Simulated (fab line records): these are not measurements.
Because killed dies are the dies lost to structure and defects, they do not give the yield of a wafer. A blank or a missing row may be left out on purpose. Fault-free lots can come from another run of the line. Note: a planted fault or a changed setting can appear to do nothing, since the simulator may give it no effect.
fab line records	flow sky130
record lots=11	wafers=33	last_day=50
route steps=708 shown VT_ADJUST_HVTR@142 VT_ADJUST_PCH@152 SONOS_TUNNEL@161 SONOS_ONO@168
lots that met no fault: from a run of the same line without faults
start_h: the number of hours between the record's first day and the start of the first shown wafer of the lot	wait_h: hours since the lot's step before	" same as the row above	L1.1+2: a row that stands for several wafers	- no value, or no start given	* or withheld: withheld	< > ~ a bound
route shown NAME@n: names a module that has steps shown in the file, with the first one's number in the route	usual: the fault-free wafers' mean and standard deviation	same: alike in all rows	chamber/n: place in a boat	sites: readings site by site	_std_site: standard deviation of those values	_edge_site: outer sites' mean less inner sites'	radius_mm: for every site, how far away it sits from the centre of the wafer	mask NAME#n: copy n	behind: the last tool/chamber to shape the wafer	hold: what put the lot on hold/how long, in hours/how the hold closed	device: the n, p or np transistor that did not switch	end of line: tests run on the same wafers once the route is complete	a step with no rows: only its recipe	killed: count of dies lost to structure and defects at first sort (not the wafer's yield)	map: a wafer's dies, marking killed ones x, the rest . and places with no die _
set.NAME: the setting as run; set.NAME@STEP: as run at that earlier step	model.NAME: the simulator's own value behind a step, which no gauge read
a sample of lots followed through the steps of the route, with each step as a table and each wafer as a row
services: when a tool's chamber went out of use (start_h, in hours from the record's first day, below 0 if earlier), for how many hours, and the reason
## steps
# step SKY_VT_ADJUST_HVTR_TW_MEAS_11
# usual VT_ADJUST_HVTR_TW=211.4/1.3
lot.wafer	tool	chamber	start_h	wait_h	VT_ADJUST_HVTR_TW
L436.3	film_metro-01	-	205.63	0.1	210.8
L436.4	"	-	"	"	211.2
L436.5	"	-	"	"	210.5
L439.1	film_metro-02	-	235.51	0.1	209.9
L439.3	"	-	"	"	209.7
L439.5	"	-	"	"	209.4
L440.1	film_metro-02	-	246.79	0.1	209.7
L440.5	"	-	"	"	210.3
L440.6	"	-	"	"	209.9
L441.1	film_metro-01	-	251.44	0.1	212.6
L441.5	"	-	"	"	211.2
L441.6	"	-	"	"	212.7
L442.1	film_metro-01	-	253.96	0.1	211.4
L442.3	"	-	"	"	211.6
L442.6	"	-	"	"	211.8
L443.2	film_metro-01	-	261.55	0.1	212.8
L443.4	"	-	"	"	211.3
L443.6	"	-	"	"	211.6
L445.1	film_metro-04	-	280.26	0.1	213.1
L445.3	"	-	"	"	211.8
L445.6	"	-	"	"	213.1
L446.2	film_metro-04	-	282.22	0.1	213.1
L446.4	"	-	"	"	213.6
L446.5	"	-	"	"	212.4
L456.2	film_metro-02	-	358.26	0.1	210.6
L456.4	"	-	"	"	210.3
L456.5	"	-	"	"	210.2
L457.1	film_metro-02	-	366.59	0.1	209.9
L457.3	"	-	"	"	209.8
L457.6	"	-	"	"	209.6
L458.3	film_metro-04	-	370.66	0.1	212.6
L458.4	"	-	"	"	213.8
L458.6	"	-	"	"	211.8
# step SKY_VT_ADJUST_PCH_STRIP_09
# recipe chemistry=O2/N2	power_w=1400	pressure_mtorr=1500	platen_temp_c=withheld	o2_flow_sccm=3000	n2_flow_sccm=300	overash_fraction=0.5
# usual drypump_motor_current_A=5.4/0.43	oes_product_au=0.722/0.0044	strip_time_to_endpoint_s=37.01/0.11
lot.wafer	tool	chamber	start_h	wait_h	drypump_motor_current_A	oes_product_au	rf_hours_counter_h	strip_time_to_endpoint_s
L436.3	plasma_asher-03	1	229.01	0.1	5.5	0.719	-	36.90
L436.4	"	0	"	"	4.8	0.721	-	36.93
L436.5	"	0	"	"	4.8	0.723	-	37.00
L439.1	plasma_asher-03	1	259.12	0.1	5.5	0.715	58	36.88
L439.3	"	1	"	"	5.5	0.721	-	37.14
L439.5	"	1	"	"	5.5	0.719	-	37.09
L440.1	plasma_asher-03	0	270.33	0.1	4.8	0.724	59	37.20
L440.5	"	0	"	"	4.8	0.720	-	37.07
L440.6	"	1	"	"	5.5	0.730	-	37.04
L441.1	plasma_asher-01	1	275.23	0.1	5.2	0.720	13	36.93
L441.5	"	0	"	"	5.5	0.720	-	36.98
L441.6	"	1	"	"	5.2	0.723	-	36.86
L442.1	plasma_asher-02	0	277.94	0.1	6.0	0.722	49	36.91
L442.3	"	1	"	"	6.2	0.729	-	36.87
L442.6	"	1	"	"	6.2	0.723	-	36.96
L443.2	plasma_asher-03	0	286.47	0.1	4.8	0.723	61	37.04
L443.4	"	1	"	"	5.5	0.728	-	37.01
L443.6	"	0	"	"	4.8	0.715	-	37.00
L445.1	plasma_asher-03	0	305.18	0.1	4.8	0.724	63	37.05
L445.3	"	0	"	"	4.8	0.724	-	37.02
L445.6	"	0	"	"	4.8	0.719	-	37.02
L446.2	plasma_asher-03	1	307.73	0.1	5.5	0.722	63	37.08
L446.4	"	0	"	"	4.8	0.719	-	37.02
L446.5	"	1	"	"	5.5	0.717	-	37.00
L456.2	plasma_asher-01	1	386.33	0.1	5.2	0.722	23	37.03
L456.4	"	1	"	"	5.2	0.724	-	36.99
L456.5	"	0	"	"	5.5	0.718	-	36.94
L457.1	plasma_asher-01	1	394.32	0.1	5.2	0.719	23	37.16
L457.3	"	0	"	"	5.5	0.716	-	37.07
L457.6	"	1	"	"	5.2	0.734	-	37.04
L458.3	plasma_asher-01	1	398.72	0.1	5.2	0.723	-	36.81
L458.4	"	0	"	"	5.5	0.723	-	37.00
L458.6	"	1	"	"	5.2	0.729	-	37.07
# step SKY_SONOS_TUNNEL_CD_MEAS_07
# recipe target_cd_nm=410
# usual cd_nm=409.4/2.6
lot.wafer	tool	chamber	start_h	wait_h	cd_nm
L436.3	cd_sem-01	-	252.35	0.1	406.8
L436.4	"	-	"	"	405.0
L436.5	"	-	"	"	407.0
L439.1	cd_sem-02	-	283.35	0.1	409.0
L439.3	"	-	"	"	410.0
L439.5	"	-	"	"	408.4
L440.1	cd_sem-02	-	295.21	0.1	406.8
L440.5	"	-	"	"	405.0
L440.6	"	-	"	"	405.0
L441.1	cd_sem-02	-	299.94	0.1	413.9
L441.5	"	-	"	"	414.7
L441.6	"	-	"	"	412.3
L442.1	cd_sem-01	-	303.04	0.1	408.6
L442.3	"	-	"	"	409.0
L442.6	"	-	"	"	410.3
L443.2	cd_sem-01	-	312.07	0.1	412.2
L443.4	"	-	"	"	413.5
L443.6	"	-	"	"	408.8
L445.1	cd_sem-01	-	330.46	0.1	408.8
L445.3	"	-	"	"	409.9
L445.6	"	-	"	"	410.8
L446.2	cd_sem-01	-	332.31	0.1	409.5
L446.4	"	-	"	"	410.7
L446.5	"	-	"	"	411.1
L456.2	cd_sem-01	-	415.07	0.1	409.1
L456.4	"	-	"	"	408.7
L456.5	"	-	"	"	409.1
L457.1	cd_sem-01	-	423.50	0.1	406.6
L457.3	"	-	"	"	405.8
L457.6	"	-	"	"	408.9
L458.3	cd_sem-02	-	428.24	0.1	406.6
L458.4	"	-	"	"	405.8
L458.6	"	-	"	"	406.3
# step SKY_SONOS_ONO_OXIDATION_00
# recipe temp_c=800	ambient=O2	idle_temp_c=700	ramp_up_c_per_min=10	ramp_down_c_per_min=3	stabilise_s=600	purge_s=300	target_thk_a=26	ox_time_s=1249
# usual spike_tc_bottom_C=820.1/2.8	spike_tc_centre_C=800.2/0.98	spike_tc_lower_C=800.5/1.3	spike_tc_top_C=813.9/1.6	spike_tc_upper_C=799.9/1.2	tube_center_temp_C=800.01/0.073	tube_center_temp_C_max=802.1/0.35	zone_power_centre_pct=13.46/0.21
lot.wafer	tool	chamber	start_h	wait_h	spike_tc_bottom_C	spike_tc_centre_C	spike_tc_lower_C	spike_tc_top_C	spike_tc_upper_C	tube_center_temp_C	tube_center_temp_C_max	zone_power_centre_pct
L436.3	furnace-01	0	254.20	1.1	822.0	799.2	798.8	812.7	798.1	799.92	802.0	13.93
L436.4	"	0	"	"	823.1	797.6	800.8	813.6	799.0	799.98	801.5	13.63
L436.5	"	0	"	"	822.7	800.4	799.6	815.2	798.0	800.08	801.9	13.56
L439.1	furnace-01	0	283.99	0.0	821.7	801.4	803.1	814.1	798.5	800.03	801.4	13.60
L439.3	"	0	"	"	822.5	800.0	801.5	815.2	798.3	800.01	802.2	13.54
L439.5	"	0	"	"	821.5	798.5	800.3	815.2	800.7	799.95	802.2	13.55
L440.1	furnace-01	0	296.63	0.8	822.4	802.2	801.0	816.0	799.1	799.99	802.1	13.80
L440.5	"	0	"	"	822.7	800.9	802.5	813.8	800.2	799.94	801.6	13.77
L440.6	"	0	"	"	823.6	800.6	801.8	814.0	799.9	800.13	802.1	13.62
L441.1	furnace-02	0	300.84	0.3	816.4	801.6	799.1	812.8	800.9	800.05	802.0	13.44
L441.5	"	0	"	"	818.2	800.3	799.0	815.3	798.9	799.93	802.5	13.32
L441.6	"	0	"	"	817.0	799.5	801.2	812.3	802.8	799.97	802.0	13.35
L442.1	furnace-02	0	306.62	2.9	816.5	799.4	798.4	811.8	800.3	799.98	802.1	13.46
L442.3	"	0	"	"	815.8	802.4	801.3	811.4	800.4	800.03	802.1	13.31
L442.6	"	0	"	"	818.2	800.2	799.0	813.3	800.2	799.84	802.6	13.26
L443.2	furnace-01	0	315.97	3.3	822.2	799.4	802.0	814.6	799.5	800.08	802.3	13.39
L443.4	"	0	"	"	821.8	800.3	801.6	815.1	799.5	799.95	801.6	13.37
L443.6	"	0	"	"	823.9	800.3	802.2	813.7	796.9	799.95	802.1	13.57
L445.1	furnace-01	0	334.22	3.1	820.5	799.0	801.7	814.6	800.4	800.06	802.8	13.62
L445.3	"	0	"	"	820.1	800.4	800.2	815.3	799.1	800.09	801.7	13.35
L445.6	"	0	"	"	822.8	800.8	802.4	813.7	799.3	799.99	802.1	13.49
L446.2	furnace-01	0	334.22	1.3	822.2	801.1	801.3	814.8	797.9	799.93	802.2	13.56
L446.4	"	0	"	"	822.3	800.1	802.5	814.8	799.2	800.04	802.0	13.61
L446.5	"	0	"	"	822.6	800.9	801.6	814.8	801.3	799.96	802.1	13.63
L456.2	furnace-01	0	416.49	0.8	835.5	812.9	814.2	826.9	811.1	812.01	813.9	14.29
L456.4	"	0	"	"	834.8	812.8	812.5	826.1	810.2	812	813.8	13.88
L456.5	"	0	"	"	834.3	812.4	813.2	825.9	810.6	812.03	813.7	13.95
L457.1	furnace-01	0	424.16	0.0	832.9	811.5	813.5	827.0	810.8	812.15	814.6	14.06
L457.3	"	0	"	"	836.0	812.2	812.8	827.9	811.3	811.97	814.4	14.22
L457.6	"	0	"	"	833.9	812.8	814.6	827.7	811.2	812.03	814.9	14.16
L458.3	furnace-02	0	428.84	0.0	817.0	799.8	800.4	814.6	800.7	799.98	802.6	13.35
L458.4	"	0	"	"	817.0	800.9	799.6	814.3	799.3	799.96	802.3	13.21
L458.6	"	0	"	"	817.2	798.5	799.4	811.7	802.3	799.94	802.5	13.25
# step SKY_SONOS_ONO_THK_MEAS_01
# recipe reads=SiO2_of_SONOS_ONO_OXIDATION_00
# usual SONOS_ONO_OXIDATION_THK=2.61/0.052
lot.wafer	tool	chamber	start_h	wait_h	SONOS_ONO_OXIDATION_THK[nm]
L436.3	film_metro-03	-	255.57	0.0	2.55
L436.4	"	-	"	"	2.64
L436.5	"	-	"	"	2.60
L439.1	film_metro-01	-	285.34	0.0	2.65
L439.3	"	-	"	"	2.69
L439.5	"	-	"	"	2.66
L440.1	film_metro-01	-	297.98	0.0	2.66
L440.5	"	-	"	"	2.70
L440.6	"	-	"	"	2.64
L441.1	film_metro-03	-	302.19	0.0	2.62
L441.5	"	-	"	"	2.60
L441.6	"	-	"	"	2.58
L442.1	film_metro-02	-	307.96	0.0	2.54
L442.3	"	-	"	"	2.57
L442.6	"	-	"	"	2.56
L443.2	film_metro-02	-	317.33	0.0	2.63
L443.4	"	-	"	"	2.61
L443.6	"	-	"	"	2.60
L445.1	film_metro-02	-	335.57	0.0	2.58
L445.3	"	-	"	"	2.54
L445.6	"	-	"	"	2.61
L446.2	film_metro-01	-	335.58	0.0	2.54
L446.4	"	-	"	"	2.56
L446.5	"	-	"	"	2.60
L456.2	film_metro-03	-	417.85	0.0	3.11
L456.4	"	-	"	"	3.09
L456.5	"	-	"	"	3.06
L457.1	film_metro-03	-	425.51	0.0	3.09
L457.3	"	-	"	"	3.10
L457.6	"	-	"	"	3.12
L458.3	film_metro-01	-	430.21	0.0	2.63
L458.4	"	-	"	"	2.60
L458.6	"	-	"	"	2.53
## services
tool	chamber	start_h	hours	kind
furnace-02	-	213.28	4.0	pm
plasma_asher-01	-	302.82	9.1	repair
furnace-01	-	303.50	3.6	pm
furnace-02	-	311.56	2.3	pm
furnace-02	-	332.47	5.2	pm
plasma_asher-01	-	344.79	1.6	repair
furnace-02	-	381.05	4.1	pm
plasma_asher-03	-	389.21	2.8	pm
furnace-01	-	399.08	3.9	pm
plasma_asher-03	-	411.87	3.5	repair
plasma_asher-03	-	414.26	3.5	repair
## key
first_sign step=SKY_SONOS_ONO_OXIDATION_00	reading=tube_center_temp_C	direction=up	sigmas=99+	usual=*	struck=*
effect step=SKY_SONOS_ONO_OXIDATION_00	reading=tube_center_temp_C_max	direction=up	sigmas=35	usual=*	struck=*
effect step=SKY_SONOS_ONO_THK_MEAS_01	reading=SONOS_ONO_OXIDATION_THK	direction=up	sigmas=9.3	usual=2.61	struck=3.09
met_at SKY_SONOS_ONO_OXIDATION_00
struck_lots L456,L457
tester_left_out L456,L457
not_acting_at SKY_VT_ADJUST_HVTR_TW_MEAS_11,SKY_VT_ADJUST_PCH_STRIP_09,SKY_SONOS_TUNNEL_CD_MEAS_07
onset_between 334.22 416.49
fault kind=process_parameter_drift	tool=furnace-01	chamber=-	onset_h=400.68	steps=SKY_SONOS_ONO_OXIDATION_00	channel=temp_c	offset=*	shape=step	end_h=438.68	acts_in=*	stated=*
# tester_left_out: of these lots the tester's yield and bins aren't shown, on N5 and GAA mostly nor the transistor test; their killed dies are dies lost to structure and defects alone, not to doping, threshold or leakage, so they don't give the yield
